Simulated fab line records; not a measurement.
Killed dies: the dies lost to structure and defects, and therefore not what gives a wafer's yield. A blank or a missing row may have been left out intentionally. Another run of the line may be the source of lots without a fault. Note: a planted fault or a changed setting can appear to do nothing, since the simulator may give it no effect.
A lot that was struck, set against a sound lot + flow sky130 + 15 steps out of a route of 708
Sound: wafers L630.2, L630.4, L630.5. Struck: wafers L638.3, L638.4, L638.5. The cause is named last.
At each step with rows: each side's tool, then ch and its chambers, then its first start. Under that, the readings that differ: sound wafers + struck wafers + difference of the means + sigmas: that difference in standard deviations of wafers without a fault.
alike: words and numbers the same on both sides, and readings whose means are apart by under 2 such deviations; not compared: readings that were withheld, readings missing a value for some wafer, numbers with overlapping values and no deviation given by the record, and bounds like >300 which may hide the same value.
A row with sigmas, a row that says differs or no value, or rows on one side alone: a step with any of these is where the two part. Numbers that have no deviation but don't overlap get no sigmas and don't part them. A reading that every wafer of one side lacks parts them only if that side has two wafers or more.

first, 4 steps without rows for these wafers: SKY_VIA3_SOFTBAKE_08 (time 90 s); SKY_VIA3_EXPOSE_09 (exposes mask VIM3, target cd 200 nm); SKY_VIA3_PEB_10; SKY_VIA3_DEVELOP_11 (develop time 60 s).
SKY_VIA3_CD_MEAS_12: the cd target is 200 nm.
  struck on cd_sem-01, day 42 14:01; sound on cd_sem-02, day 40 00:50
  alike: cd_nm
SKY_VIA3_OVL_MEAS_13:
  struck on overlay-01, day 42 14:06; sound on overlay-01, day 40 00:56
  alike: VIA3_OVL
SKY_VIA3_ETCH_14: etches BARC in N2/H2, stops on SiO2, time 45.9 s, target depth 60 nm.
  sound on rie_diel-02 ch 0,2,3, day 40 00:58; struck on rie_diel-04 ch 0,1,3, day 42 14:07
| reading                     | sound       | struck      | difference | sigmas |
|-----------------------------|-------------|-------------|------------|--------|
| drypump_motor_current_A (A) | 4.8 5.5 4.7 | 6.3 5.5 5.7 | +0.8       | +2     |
  alike: oes_product_au, rf_fwd_power_W, throttle_valve_pct
  not compared: rf_hours_counter_h
SKY_VIA3_ETCH_15: etches SiO2 in C4F8/O2/Ar, stops on TiN, target depth 507 nm, time 78 s.
  sound on rie_diel-02 ch 0,2,3, day 40 01:01; struck on rie_diel-04 ch 0,1,3, day 42 14:10
  alike: oes_product_au, rf_fwd_power_W
SKY_VIA3_STRIP_16: strips in O2/N2.
  sound on plasma_asher-04 ch 1, day 40 01:04; struck on plasma_asher-01 ch 0,1, day 42 14:16
  alike: drypump_motor_current_A, oes_product_au, strip_time_to_endpoint_s
  not compared: rf_hours_counter_h
then, 3 steps without rows for these wafers: SKY_VIA3_STRIP_17 (strips in post etch residue remover, time 1200 s); SKY_VIA3_CLEAN_18 (cleans in IPA, time 180 s); SKY_VIA3_CLEAN_19 (cleans in O3/DIW).
SKY_VIA3_SPUTTER_20: material TiN, target thk 20 nm, time 80 s.
  struck on pvd_sputter-01, day 42 14:49; sound on pvd_sputter-02, day 40 01:41
| reading                                  | sound             | struck            | difference | sigmas |
|------------------------------------------|-------------------|-------------------|------------|--------|
| chamber_pressure_pa (Pa)                 | 4.992 4.997 5.002 | 4.378 4.378 4.380 | -0.618     | -65    |
| model.TiN_of_VIA3_SPUTTER_20.thk_nm (nm) | 20.19 20.43 20.2  | 22.11 22.25 22.17 | +1.90      |        |
  alike: throttle_valve_pct
SKY_VIA3_CVD_21: deposits W, target thk 390 nm, time 117.31 s.
  sound on cvd_w-02 ch 0,1, day 40 01:44; struck on cvd_w-02 ch 0,1, day 42 14:56
  alike: heater_power_w
-- the record jumps here: 6 days lie between the struck wafers' starts before and after (it left off in module VIA3 and takes up again in module PAD_OPEN, whose first step shown is number 708 of the route) --
SKY_PAD_OPEN_PROBE_99:
  struck on prober-01, day 48 07:50; sound on prober-02, day 46 01:23
  alike: defect_limited_yield, killed_at_M0_to_M3, killed_at_M4_up, killed_at_contacts, killed_at_front_end, killed_at_other, killed_dies, killed_open, killed_short, sort_bin_3_pad_short, sort_bin_5_function, sort_bin_6_memory, sort_n_pass, sort_yield_pct

## WHERE THEY PART
First at SKY_VIA3_ETCH_14; last, within this record, at SKY_VIA3_SPUTTER_20. Later steps at which nothing parts them and some readings are alike: SKY_VIA3_CVD_21, SKY_PAD_OPEN_PROBE_99.

WHY: what had been put in by the simulator
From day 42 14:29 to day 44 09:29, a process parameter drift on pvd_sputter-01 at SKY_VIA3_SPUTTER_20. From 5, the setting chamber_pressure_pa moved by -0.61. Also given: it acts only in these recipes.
